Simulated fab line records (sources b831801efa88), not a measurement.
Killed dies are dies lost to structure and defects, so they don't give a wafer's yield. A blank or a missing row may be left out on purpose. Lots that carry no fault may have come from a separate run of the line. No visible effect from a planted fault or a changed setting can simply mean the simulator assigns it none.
Which tool did it? | flow gf180mcu | 33 wafers from 11 lots sampled at 2 of the route's 602 steps

WHAT EACH GAUGE READ, for each wafer
GF_VT_IMPLANT_RS_MEAS_48: the measuring method here is four-point-probe.
lot  | measured     | on            | LVPWELL_RS (ohm/sq)
L902 | day 7 18:44  | film-metro-01 | 1202 1198 1194
L903 | day 8 05:21  | film-metro-03 | 1195 1195 1194
L906 | day 8 22:24  | film-metro-02 | 1187 1191 1191
L909 | day 9 18:44  | film-metro-02 | 1196 1199 1199
L911 | day 10 10:09 | film-metro-03 | 1189 1189 1193
L913 | day 10 21:03 | film-metro-01 | 1194 1191 1190
L914 | day 11 05:20 | film-metro-01 | 1197 1198 1198
L919 | day 12 14:46 | film-metro-01 | 1174 1179 1174 1175 1178 1173
L920 | day 12 21:22 | film-metro-01 | 1197 1196 1197
L923 | day 13 22:04 | film-metro-02 | 1179 1175 1177 1178 1177 1178
L924 | day 13 23:17 | film-metro-01 | 1193 1189 1192

EACH LOT AND THE TOOL THAT RAN IT (in order: tool; ch and the chambers of the sampled wafers; start)
lot  | GF_LVPWELL_IMPLANT_09
L902 | implanter-02 ch 0, day 4 02:35
L903 | implanter-01 ch 0, day 4 09:37
L906 | implanter-02 ch 0, day 5 00:13
L909 | implanter-02 ch 0, day 5 18:05
L911 | implanter-04 ch 0, day 6 05:50
L913 | implanter-01 ch 0, day 6 15:22
L914 | implanter-02 ch 0, day 6 22:30
L919 | implanter-02 ch 0, day 8 02:26
L920 | implanter-04 ch 0, day 8 08:35
L923 | implanter-02 ch 0, day 9 03:08
L924 | implanter-01 ch 0, day 9 05:05
- GF_LVPWELL_IMPLANT_09

THE ANSWER, worked out from the rows above alone
Rule: usual is defined by the lots themselves. The widest of any qualifying gaps counts: lots, ordered by their means at a reading, are off when they make up no more than a third of the lots, leave a main group of 4 or more, and stand apart from it by 3 or more times the standard deviation of that group's means. A main group whose means are all the same, to the digits that the tables above print for the reading, isn't used. Also off: a lot with no number at a reading for which 4 or more lots have one. Where the step has rows for the other lots, those lots are counted as sound.
Off: L919, L923, seen at GF_VT_IMPLANT_RS_MEAS_48 (LVPWELL_RS). The main group has a mean of 1194 ohm/sq with a standard deviation of 3.3.
If a tool, at a process step before that reading, ran all the lots that are off and no sound lot after the first of them, it fits. The gauges at GF_VT_IMPLANT_RS_MEAS_48 are tried like those tools. One fits: GF_LVPWELL_IMPLANT_09 on implanter-02. Its last sound lot is L914 (day 6 22:30), its first lot that is off L919 (day 8 02:26): a fault that began between those two fits.

WHAT THE SIMULATOR PUT IN
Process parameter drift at GF_LVPWELL_IMPLANT_09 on implanter-02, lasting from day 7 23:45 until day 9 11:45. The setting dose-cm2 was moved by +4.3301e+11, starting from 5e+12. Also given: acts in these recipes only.
Lots struck among those shown: L919, L923. This agrees with what the rule above found.
